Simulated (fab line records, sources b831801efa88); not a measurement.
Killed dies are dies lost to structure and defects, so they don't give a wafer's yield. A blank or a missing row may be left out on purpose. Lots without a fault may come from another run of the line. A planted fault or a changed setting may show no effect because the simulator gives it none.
A struck lot beside a sound one | flow sfq_line | 42 steps out of a route of 325
Sound: wafers L560.2, L560.3, L560.4. Struck: wafer L569.2. (L569.1, L569.4 of the same lot were not struck and are left out.) The cause comes at the end.
At each step with rows: each side's tool, then ch and its chambers, then its first start. Under that, the readings that differ: sound wafers | struck wafers | difference of the means | sigmas: that difference in standard deviations of wafers without a fault.
alike: readings whose means differ by less than 2 such deviations, and words and numbers that are the same on both sides. not compared: withheld readings, readings that some wafer has no value for, bounds like >300 that may hide the same value, and numbers for which the record gives no deviation and whose values overlap.
The two part at a step that has a row with sigmas, a row that says differs or no value, or rows on one side only. Numbers that don't overlap but have no deviation are shown without sigmas and don't part them. A reading that every wafer of one side lacks parts them only if that side has two wafers or more.

first, 6 steps without rows for these wafers: SFQ_TRILAYER_I2_VIA_LITHO_COAT_072 (resist thk 62 nm); SFQ_TRILAYER_I2_VIA_LITHO_COAT_067 (resist thk 650 nm); SFQ_TRILAYER_I2_VIA_LITHO_SOFTBAKE_071; SFQ_TRILAYER_I2_VIA_LITHO_EXPOSE_068 (exposes mask I2, target cd 500 nm); SFQ_TRILAYER_I2_VIA_LITHO_PEB_070 (peb time 60 s); SFQ_TRILAYER_I2_VIA_LITHO_DEVELOP_069 (time 60 s).
SFQ_I2_OVL_MEAS_918:
  sound on overlay-01, day 40 17:49; struck on overlay-01, day 43 08:46
  alike: I2_OVL
then, 2 steps without rows for these wafers: SFQ_TRILAYER_I2_VIA_BARC_OPEN_VIA_ETCH_096 (etches BARC in O2, target depth 125 nm, time 41.7 s); SFQ_TRILAYER_I2_VIA_ETCH_VIA_ETCH_070 (etches SiO2 in CHF3, stops on Nb, target depth 260 nm).
SFQ_TRILAYER_I2_VIA_STRIP_STRIP_071: strips in O2.
  sound on rie_metal-03 ch 0,1, day 40 17:59; struck on rie_metal-01 ch 0, day 43 08:57
  alike: drypump_motor_current_A, oes_product_au
  not compared: rf_hours_counter_h
then, 2 steps without rows for these wafers: SFQ_TRILAYER_I2_VIA_STRIP_SOLV_CLEAN_072 (cleans in NMP, time 600 s); SFQ_TRILAYER_M3_DEP_PRE_CLEAN_074 (time 22.5 s).
SFQ_TRILAYER_M3_DEP_SPUTTER_073: material Nb, target thk 200 nm, time 133.3 s.
  sound on pvd_sputter-04, day 40 18:47; struck on pvd_sputter-04, day 43 09:45
  reading                                             | sound           | struck | difference | sigmas
  model.Nb_of_TRILAYER_M3_DEP_SPUTTER_073.thk_nm (nm) | 202 204.1 206.7 | 98.78  | -105.49    |
  alike: resputter_cathode_voltage_v, throttle_valve_pct
SFQ_M3_RS_MEAS_919: measures by four-point-probe.
  sound on film_metro-04, day 40 18:54; struck on film_metro-04, day 43 09:50
  reading           | sound             | struck | difference | sigmas
  M3_NB_RS (ohm/sq) | 0.881 0.871 0.860 | 1.821  | +0.950     | +86
then, 6 steps without rows for these wafers: SFQ_TRILAYER_M3_LITHO_COAT_080 (resist thk 62 nm); SFQ_TRILAYER_M3_LITHO_COAT_075 (resist thk 600 nm); SFQ_TRILAYER_M3_LITHO_SOFTBAKE_079; SFQ_TRILAYER_M3_LITHO_EXPOSE_076 (exposes mask M3, target cd 500 nm); SFQ_TRILAYER_M3_LITHO_PEB_078 (peb time 60 s); SFQ_TRILAYER_M3_LITHO_DEVELOP_077 (time 60 s).
SFQ_M3_OVL_MEAS_921:
  sound on overlay-02, day 42 00:02; struck on overlay-01, day 43 12:17
  alike: M3_OVL
then, 1 step without rows for these wafers: SFQ_TRILAYER_M3_BARC_OPEN_METAL_ETCH_100 (etches BARC in O2, target depth 125 nm, time 41.7 s).
SFQ_TRILAYER_M3_ETCH_METAL_ETCH_078: etches Nb in Cl2/Ar, stops on SiO2, target depth 240 nm, time 120 s.
  sound on rie_metal-02 ch 0,1, day 42 00:08; struck on rie_metal-04 ch 0, day 43 12:23
  reading               | sound             | struck | difference | sigmas
  oes_product_au (a.u.) | 0.906 0.910 0.908 | 0.631  | -0.277     | -35
  alike: drypump_motor_current_A
  not compared: rf_hours_counter_h
then, 2 steps without rows for these wafers: SFQ_TRILAYER_M3_STRIP_STRIP_079 (strips in O2); SFQ_TRILAYER_M3_STRIP_SOLV_CLEAN_080 (cleans in NMP, time 600 s).
SFQ_TRILAYER_I3_DEP_PECVD_081: deposits SiO2 from SiH4/N2O, time 108.9 s, target thk 500 nm.
  sound on pecvd-01 ch 0,2, day 42 01:02; struck on pecvd-03 ch 1, day 43 13:17
  alike: heater_power_w, throttle_valve_pct
SFQ_TRILAYER_I3_CMP_CMP_082: polishes SiO2.
  sound on cmp-01 ch 0,2,3, day 42 01:07; struck on cmp-01 ch 3, day 43 15:10
  alike: motor_current_A, time_to_endpoint_s
SFQ_I3_BOW_MEAS_922:
  sound on film_metro-01, day 42 04:08; struck on film_metro-04, day 43 18:10
  reading     | sound     | struck | difference | sigmas
  I3_BOW (um) | -16 -3 -8 | 15     | +24        | +2
SFQ_TRILAYER_I3_METRO_MEASURE_083:
  sound on film_metro-01, day 42 04:26; struck on film_metro-04, day 43 18:17
  alike: thk_nm
then, 6 steps without rows for these wafers: SFQ_TRILAYER_I3_VIA_LITHO_COAT_090 (resist thk 62 nm); SFQ_TRILAYER_I3_VIA_LITHO_COAT_085 (resist thk 650 nm); SFQ_TRILAYER_I3_VIA_LITHO_SOFTBAKE_089; SFQ_TRILAYER_I3_VIA_LITHO_EXPOSE_086 (exposes mask I3, target cd 500 nm); SFQ_TRILAYER_I3_VIA_LITHO_PEB_088 (peb time 60 s); SFQ_TRILAYER_I3_VIA_LITHO_DEVELOP_087 (time 60 s).
-- the record jumps here: 6 days lie between the struck wafers' starts before and after --
SFQ_I3_OVL_MEAS_923:
  sound on overlay-01, day 47 23:25; struck on overlay-02, day 49 18:31
  alike: I3_OVL
SFQ_TRILAYER_I3_VIA_BARC_OPEN_VIA_ETCH_121: etches BARC in O2, target depth 125 nm, time 41.7 s.
  sound on rie_diel-04 ch 1,2,3, day 47 23:27; struck on rie_diel-03 ch 2, day 49 18:34
  reading                | sound  | struck | difference | sigmas
  rf_hours_counter_h (h) | 3 9 13 | 2      | -6         |
  alike: drypump_motor_current_A, oes_product_au
then, 4 steps without rows for these wafers: SFQ_TRILAYER_I3_VIA_ETCH_VIA_ETCH_088 (etches SiO2 in CHF3, stops on Nb, target depth 260 nm); SFQ_TRILAYER_I3_VIA_STRIP_STRIP_089 (strips in O2); SFQ_TRILAYER_I3_VIA_STRIP_SOLV_CLEAN_090 (cleans in NMP, time 600 s); SFQ_TRILAYER_M4_DEP_PRE_CLEAN_092 (time 22.5 s).
-- the record jumps here: 42 days lie between the struck wafers' starts before and after --
SFQ_M8_BOW_MEAS_951:
  sound on film_metro-04, day 84 05:37; struck on film_metro-02, day 91 12:55
  reading                 | sound                | struck | difference | sigmas
  model.etest.m3.ohm_um   | 1.753 1.738 1.717    | 3.588  | +1.852     |
  model.etest.i2.link_ohm | 1.959 1.95 1.928     | 3.07   | +1.12      |
  model.etest.m3.ohm_sq   | 0.8807 0.8719 0.8606 | 1.801  | +0.930     |
  model.etest.i3.link_ohm | 1.952 1.965 1.931    | 2.887  | +0.938     |
  alike: M8_BOW

WHERE THEY PART
First at SFQ_M3_RS_MEAS_919; last, within this record, at SFQ_I3_BOW_MEAS_922. Later steps at which nothing parts them and some readings are alike: SFQ_TRILAYER_I3_METRO_MEASURE_083, SFQ_I3_OVL_MEAS_923, SFQ_TRILAYER_I3_VIA_BARC_OPEN_VIA_ETCH_121, SFQ_M8_BOW_MEAS_951.

WHY: what the simulator had put in
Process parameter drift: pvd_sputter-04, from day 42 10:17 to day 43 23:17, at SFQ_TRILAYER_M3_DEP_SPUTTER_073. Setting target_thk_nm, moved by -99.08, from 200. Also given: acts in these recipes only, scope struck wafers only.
